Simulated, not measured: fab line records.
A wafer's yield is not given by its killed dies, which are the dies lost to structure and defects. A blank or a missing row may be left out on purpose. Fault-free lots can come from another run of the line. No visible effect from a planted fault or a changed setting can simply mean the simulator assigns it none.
2 desks looking at one fault	flow gf180mcu	each desk has only its own numbers; what lay behind them comes last

## THE METROLOGY DESK
What the gauges read for every lot (on any tool): the sampled wafers with a number, averaged. Any lot whose mean is over 4 standard deviations away from the usual mean is out of limits and marked OUT; that distance is given in the brackets.
Columns: A = LVPWELL_TW at GF_LVPWELL_TW_MEAS_11, usual 558; B = cd-nm at GF_SAB_CD_MEAS_09, usual 419.5 nm; C = V1_W_RS at GF_V1_RS_MEAS_24, usual 0.328 ohm/sq
lot	first seen here	A	B	C
L901	day 4 09:42	554	418.5	0.323
L909	day 5 21:40	560	419.8	0.330
L911	day 6 11:39	558	428.6	0.323
L912	day 6 15:49	550	421.6	0.331
L913	day 7 01:13	551	420.0	0.332
L914	day 7 07:28	553	421.0	0.332
L916	day 7 15:04	558	420.2	0.331
L917	day 7 22:03	553	421.5	0.327
L918	day 8 05:58	558	421.5	0.326
L919	day 8 12:00	557	416.2	0.329
L920	day 8 14:39	558	422.0	0.330
L922	day 9 06:12	554	420.4	0.325
L923	day 9 07:19	569	419.0	0.325
This desk found nothing out of limits on any of the 13 lots.

## FOR THE TOOL OWNER'S DESK: litho-track-03
The tool's own readings at GF_SAB_DEVELOP_08 (develop time 60 s): means of the sampled wafers that have a number, for each lot that ran on this tool. Any lot whose mean is over 4 standard deviations away from the usual mean is out of limits and marked OUT; that distance is given in the brackets.
Columns: A = resist-line-temp-C at GF_SAB_DEVELOP_08, usual 23.00 C
lot	first seen here	A
L901	day 15 22:25	23.00
L911	day 19 01:07	23.14
L918	day 21 18:04	23.08
L922	day 23 05:13	22.93
This desk found nothing out of limits on any of the 4 lots.

## BROUGHT TOGETHER
The metrology desk saw nothing out of limits.
The tool owner's desk saw nothing out of limits.

## WHAT THE SIMULATOR HAD PUT IN
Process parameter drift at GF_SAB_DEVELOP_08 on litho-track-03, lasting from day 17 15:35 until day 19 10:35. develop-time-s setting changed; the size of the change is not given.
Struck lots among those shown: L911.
